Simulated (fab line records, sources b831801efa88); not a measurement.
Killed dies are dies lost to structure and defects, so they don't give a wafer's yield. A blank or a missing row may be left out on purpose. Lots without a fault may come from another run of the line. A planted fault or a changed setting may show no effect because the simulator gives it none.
Problem report in the 8D (eight disciplines) form, filled by code | flow gf180mcu | the parts of the form that need people (team, actions taken, sign-off) are left out

1. THE PROBLEM
developer_temp_C at GF_HV_LDD_DEVELOP_30 reads a mean of 23.91 C on 6 wafers of 2 lots; wafers without a fault read 22.99 C with a standard deviation of 0.098. That is +9.4 standard deviations from the usual mean.
The step: develop time 60 s.
First seen on wafer L337.2, day 17 15:08, on litho_track-03. The record holds 42 wafers of 14 lots with a number at this step. Rule for "out", or "out of limits": more than 4 standard deviations from the usual mean. The other wafers with a number count as sound.

2. WHAT IT IS AND WHAT IT IS NOT
question                    | is                     | is not
which readings at this step | developer_temp_C       | -
which lots                  | L337, L338             | L323, L324, L326, L327, L328, L329, L330, L331, L336, L344, L345, L346
which wafers of those lots  | all that have a number | -
read on which tools         | litho_track-03         | litho_track-02, litho_track-04
when                        | from day 17 15:08      | up to then (27 sound wafers); but 9 sound wafers of L344, L345, L346 came after

3. SUSPECTS, AND WHAT RULES EACH OUT
Counting: a tool at a process step up to the reading stays a suspect if it ran every lot that is out and no sound lot after the first of them.
- litho_track-03 at GF_HV_LDD_DEVELOP_30 (develop time 60 s): ruled out as a lasting fault. Sound lots L346 ran on it after its first lot that is out, L337 (day 17 15:08).
Left after counting: nothing in the record.

4. THE CAUSE (what the simulator had put in)
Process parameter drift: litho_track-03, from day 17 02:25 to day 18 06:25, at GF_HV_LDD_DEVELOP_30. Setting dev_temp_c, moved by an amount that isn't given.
Counting ruled it out, wrongly.

5. THE CHAIN OF EFFECTS, in route order
Each row: a reading whose mean over the struck wafers that have a number lies more than 3 standard deviations from the usual. Only readings for which the record gives a usual standard deviation are gone through. hours: the time from each lot's start at the first step in this table that gives one to its start at this step, as a median over the lots. sigmas: the change in usual standard deviations.
hours | step                 | reading          | usual   | on struck wafers | change | sigmas
0     | GF_HV_LDD_DEVELOP_30 | developer_temp_C | 22.99 C | 23.91            | +0.93  | +9.4
The process steps in it:
- GF_HV_LDD_DEVELOP_30: develop time 60 s.
Later measuring or inspecting steps at which every struck wafer that the step has a row for has a number for every such reading, and none has moved that far: GF_V2_THK_MEAS_01.

6. WHAT WOULD HAVE CAUGHT IT SOONER
In this record the first reading out of limits was taken at day 17 15:08, 13 hours after the fault began at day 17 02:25.
